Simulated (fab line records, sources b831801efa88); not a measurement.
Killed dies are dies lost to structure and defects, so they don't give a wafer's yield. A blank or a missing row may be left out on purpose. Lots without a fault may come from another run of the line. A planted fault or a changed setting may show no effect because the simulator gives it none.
A struck lot beside a sound one | flow gf180mcu | 27 steps out of a route of 602
Sound: wafers L176.3, L176.5, L176.6. Struck: wafers L186.2, L186.3, L186.5. The cause comes at the end.
At each step with rows: each side's tool, then ch and its chambers, then its first start. Under that, the readings that differ: sound wafers | struck wafers | difference of the means | sigmas: that difference in standard deviations of wafers without a fault.
alike: readings whose means differ by less than 2 such deviations, and words and numbers that are the same on both sides. not compared: withheld readings, readings that some wafer has no value for, bounds like >300 that may hide the same value, and numbers for which the record gives no deviation and whose values overlap.
The two part at a step that has a row with sigmas, a row that says differs or no value, or rows on one side only. Numbers that don't overlap but have no deviation are shown without sigmas and don't part them. A reading that every wafer of one side lacks parts them only if that side has two wafers or more.

GF_LVPWELL_STRIP_10: strips in O2/N2.
  sound on plasma_asher-01 ch 0,1, day 5 16:29; struck on plasma_asher-02 ch 0,1, day 7 19:32
  alike: chamber_pressure_mTorr, drypump_motor_current_A, heater_power_w, n2_flow_sccm, oes_product_au, strip_time_to_endpoint_s
  not compared: rf_hours_counter_h
GF_LVPWELL_TW_MEAS_11:
  sound on film_metro-03, day 5 16:34; struck on film_metro-01, day 7 19:38
  alike: LVPWELL_TW
then, 7 steps without rows for these wafers: GF_MVSD_DEHYDRATE_00 (time 60 s); GF_MVSD_HMDS_01 (prime time 60 s); GF_MVSD_COAT_02 (resist thk 3000 nm); GF_MVSD_SOFTBAKE_03; GF_MVSD_EXPOSE_04 (exposes mask MVSD, target cd 1000 nm); GF_MVSD_PEB_05; GF_MVSD_DEVELOP_06 (develop time 60 s).
GF_MVSD_OVL_MEAS_07:
  sound on overlay-01, day 6 07:20; struck on overlay-01, day 8 11:52
  alike: MVSD_OVL
then, 2 steps without rows for these wafers: GF_MVSD_IMPLANT_08; GF_MVSD_IMPLANT_09.
GF_MVSD_STRIP_10: strips in O2/N2.
  sound on plasma_asher-01 ch 0,1, day 6 07:41; struck on plasma_asher-04 ch 0,1, day 8 12:12
  no value came back on the struck wafers for any of 6 readings (chamber_pressure_mTorr (mTorr), drypump_motor_current_A (A) and others); on the sound wafers chamber_pressure_mTorr (mTorr) reads 1499.7 1498.4 1499.2
  reading                                | sound | struck         | difference | sigmas
  model.coat_of_MVSD_COAT_02.thk_nm (nm) | 0 0 0 | 2995 2992 3003 | +2997      |
  not compared: rf_hours_counter_h
GF_MVSD_TW_MEAS_11:
  sound on film_metro-02, day 6 07:46; struck on film_metro-01, day 8 12:19
  alike: MVSD_TW
then, 7 steps without rows for these wafers: GF_MVPSD_DEHYDRATE_00 (time 60 s); GF_MVPSD_HMDS_01 (prime time 60 s); GF_MVPSD_COAT_02 (resist thk 3000 nm); GF_MVPSD_SOFTBAKE_03; GF_MVPSD_EXPOSE_04 (exposes mask MVPSD, target cd 1000 nm); GF_MVPSD_PEB_05; GF_MVPSD_DEVELOP_06 (develop time 60 s).
GF_MVPSD_OVL_MEAS_07:
  sound on overlay-01, day 6 23:23; struck on overlay-01, day 9 04:30
  alike: MVPSD_OVL
then, 2 steps without rows for these wafers: GF_MVPSD_IMPLANT_08; GF_MVPSD_IMPLANT_09.
GF_MVPSD_STRIP_10: strips in O2/N2.
  sound on plasma_asher-02 ch 0,1, day 6 23:44; struck on plasma_asher-02 ch 0,1, day 9 04:55
  reading                      | sound             | struck            | difference | sigmas
  oes_product_au (a.u.)        | 0.721 0.724 0.729 | 0.732 0.739 0.733 | +0.010     | +2
  strip_time_to_endpoint_s (s) | 36.86 36.86 36.89 | 80.95 80.83 80.96 | +44.04     | +99 or more
  alike: chamber_pressure_mTorr, drypump_motor_current_A, heater_power_w, n2_flow_sccm
  not compared: rf_hours_counter_h
GF_MVPSD_TW_MEAS_11:
  sound on film_metro-03, day 6 23:49; struck on film_metro-02, day 9 05:02
  reading  | sound       | struck   | difference | sigmas
  MVPSD_TW | 546 549 543 | 30 30 30 | -516       | -92
then, 1 step without rows for these wafers: GF_VT_IMPLANT_DEHYDRATE_00 (time 60 s).

WHERE THEY PART
First at GF_MVSD_STRIP_10; last, within this record, at GF_MVPSD_TW_MEAS_11.

WHY: what the simulator had put in
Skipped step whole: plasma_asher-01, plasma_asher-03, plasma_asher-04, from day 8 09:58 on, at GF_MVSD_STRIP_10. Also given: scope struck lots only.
